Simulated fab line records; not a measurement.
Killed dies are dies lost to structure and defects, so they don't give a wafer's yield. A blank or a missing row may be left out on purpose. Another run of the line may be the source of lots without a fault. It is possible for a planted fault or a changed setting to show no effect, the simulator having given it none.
Which tool did it? + flow gf180mcu + at 1 step of a route of 602, 12 lots with 36 wafers sampled

WHAT EACH GAUGE READ, for each wafer
GF_V4_OVL_MEAS_15.
| lot  | measured     | on         | V4_OVL (nm) |
|------|--------------|------------|-------------|
| L075 | day 24 15:53 | overlay-02 | -4 0 -3     |
| L077 | day 25 08:18 | overlay-02 | -4 7 4      |
| L079 | day 25 23:16 | overlay-01 | 2 -6 -4     |
| L081 | day 26 19:42 | overlay-02 | 0 7 2       |
| L083 | day 27 20:11 | overlay-02 | 3 -2 -7     |
| L085 | day 28 07:13 | overlay-02 | -4 -7 -18   |
| L087 | day 28 20:38 | overlay-01 | -12 -11 -1  |
| L089 | day 29 09:46 | overlay-01 | -6 9 3      |
| L091 | day 29 20:12 | overlay-01 | -6 1 -8     |
| L093 | day 30 07:05 | overlay-01 | -6 -3 -5    |
| L095 | day 30 19:11 | overlay-02 | -8 -9 -10   |
| L097 | day 31 10:05 | overlay-02 | 2 -1 -9     |

WHICH TOOL RAN EACH LOT (tool, then ch and the chambers of the sampled wafers, then the start)
The record shows no process step preceding these readings.

THE ANSWER, worked out from the rows above alone
Rule: what is usual is taken from the lots themselves. The widest of any qualifying gaps counts: lots, ordered by their means at a reading, are off when they make up no more than a third of the lots, leave a main group of 4 or more, and stand apart from it by 3 or more times the standard deviation of that group's means. A main group is skipped when, at the precision printed for the reading in the tables above, its means are all equal. A lot without any number at a reading at which 4 lots or more have one is off too. The other lots that the step has rows for count as sound.
None of the lots is off at any reading shown; this tells nothing.

WHAT THE SIMULATOR HAD INSERTED
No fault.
